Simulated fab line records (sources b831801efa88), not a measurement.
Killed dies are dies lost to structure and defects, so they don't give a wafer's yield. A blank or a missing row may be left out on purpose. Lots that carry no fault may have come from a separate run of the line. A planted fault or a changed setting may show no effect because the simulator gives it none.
Struck lot and sound lot, side by side | flow gf180mcu | 23 out of 602 route steps
Sound: wafers L244.2, L244.3, L244.5. Struck: wafer L238.5; the same lot's L238.3 was not struck, so it is left out; see the end for the cause.
Order at every step that has rows: each side's tool, ch and its chambers, its first start. Under that, the readings that differ: sound wafers | struck wafers | difference of the means | sigmas: that difference in standard deviations of wafers without a fault.
alike: readings whose means differ by less than 2 such deviations, and words and numbers that are the same on both sides. not compared: withheld readings, readings that some wafer has no value for, bounds like >300 that may hide the same value, and numbers for which the record gives no deviation and whose values overlap.
Wherever a step has rows on one side only, a row that says differs or no value, or a row with sigmas, the two part there. Numbers that don't overlap but have no deviation are shown without sigmas and don't part them. A reading missing from all wafers of one side parts the sides only when that side holds two or more wafers.

first, 1 step without rows for these wafers: GF_POLY_GATE_DEVELOP_09 (develop time 60 s).
GF_POLY_GATE_CD_MEAS_10: target cd 280 nm.
  sound on cd sem-02, day 14 23:57; struck on cd sem-02, day 13 01:13
  alike: cd nm
GF_POLY_GATE_OVL_MEAS_11:
  sound on overlay-01, day 15 00:03; struck on overlay-02, day 13 01:18
  alike: POLY_GATE_OVL
GF_POLY_GATE_ETCH_12: etches BARC in N2/H2.
  sound on rie diel-01 ch 0,2, day 15 00:05; struck on rie diel-02 ch 3, day 13 01:19
  alike: drypump motor current A, oes product au, throttle valve pct
GF_POLY_GATE_ETCH_13: etches poly-Si in HBr/Cl2, stops on SiO2, target depth 198.5 nm, time 69.6 s.
  sound on rie si-01 ch 2,3, day 15 00:08; struck on rie si-02 ch 2, day 13 01:22
  alike: drypump motor current A, he backside leak sccm, oes product au, throttle valve pct
  not compared: rf hours counter h
GF_POLY_GATE_STRIP_14: strips in O2/N2.
  sound on plasma asher-02 ch 0,1, day 15 00:11; struck on plasma asher-01 ch 1, day 13 01:28
  alike: drypump motor current A, heater power w, oes product au
  not compared: rf hours counter h
then, 2 steps without rows for these wafers: GF_POLY_GATE_CLEAN_15 (cleans in SC1/SC2, time 150 s); GF_POLY_GATE_OXIDATION_16 (stabilise 600 s, purge 300 s, target thk 4 nm).
GF_POLY_GATE_THK_MEAS_17:
  sound on film metro-01, day 15 03:09; struck on film metro-01, day 13 04:01
  alike: POLY_GATE_OXIDATION_THK
GF_POLY_GATE_CD_MEAS_18:
  sound on cd sem-02, day 15 03:14; struck on cd sem-01, day 13 04:07
  alike: cd nm
then, 2 steps without rows for these wafers: GF_HV_LDD_DEHYDRATE_00 (time 60 s); GF_HV_LDD_HMDS_01 (prime time 60 s).
GF_HV_LDD_COAT_02: resist thk 1000 nm.
  sound on litho track-02 ch 0, day 15 13:42; struck on litho track-01 ch 0, day 13 14:29
  reading                                     | sound          | struck | difference | sigmas
  model.NOVOLAK_of_HV_LDD_COAT_02.thk nm (nm) | 1002 1003 1004 | 722    | -281       |
then, 3 steps without rows for these wafers: GF_HV_LDD_SOFTBAKE_03 (time 60 s); GF_HV_LDD_EXPOSE_04 (exposes mask Nplus LV AREA, target cd 400 nm); GF_HV_LDD_PEB_05.
GF_HV_LDD_DEVELOP_06: develop time 60 s.
  sound on litho track-01 ch 0, day 16 01:04; struck on litho track-01 ch 0, day 13 23:50
  reading                                     | sound          | struck | difference | sigmas
  model.NOVOLAK_of_HV_LDD_COAT_02.thk nm (nm) | 1002 1003 1003 | 721.6  | -281.1     |
GF_HV_LDD_CD_MEAS_07: target cd 400 nm.
  sound on cd sem-02, day 16 01:12; struck on cd sem-02, day 13 23:58
  reading    | sound             | struck | difference | sigmas
  cd nm (nm) | 403.8 404.1 402.7 | 431.9  | +28.4      | +14
GF_HV_LDD_OVL_MEAS_08:
  sound on overlay-01, day 16 01:19; struck on overlay-02, day 14 00:04
  alike: HV_LDD_OVL
after that, 1 step had no rows for these wafers: GF_HV_LDD_IMPLANT_09.
GF_HV_LDD_STRIP_10: strips in O2/N2.
  sound on plasma asher-02 ch 0,1, day 16 01:29; struck on plasma asher-02 ch 0, day 14 00:16
  reading                      | sound             | struck | difference | sigmas
  oes product au (a.u.)        | 0.713 0.713 0.722 | 0.620  | -0.096     | -20
  strip time to endpoint s (s) | 12.65 12.67 12.68 | 9.35   | -3.32      | -99 or more
  alike: drypump motor current A, heater power w
  not compared: rf hours counter h
GF_HV_LDD_TW_MEAS_11:
  sound on film metro-04, day 16 01:36; struck on film metro-01, day 14 00:22
  reading   | sound          | struck | difference | sigmas
  HV_LDD_TW | 2440 2455 2446 | 2373   | -74        | -2
-- a jump in the record: the struck wafers' starts before and after are 19 days apart (it breaks off in module HV_LDD and resumes in module PASSIVATION, where the first step shown is number 602 of the route) --
GF_PASSIVATION_PROBE_99:
  record: rows for the struck wafers here (prober-02, day 32 16:04), none for the sound ones

WHERE THEY PART
First at GF_HV_LDD_CD_MEAS_07; last, within this record, at GF_PASSIVATION_PROBE_99.

WHY: the cause the simulator had injected
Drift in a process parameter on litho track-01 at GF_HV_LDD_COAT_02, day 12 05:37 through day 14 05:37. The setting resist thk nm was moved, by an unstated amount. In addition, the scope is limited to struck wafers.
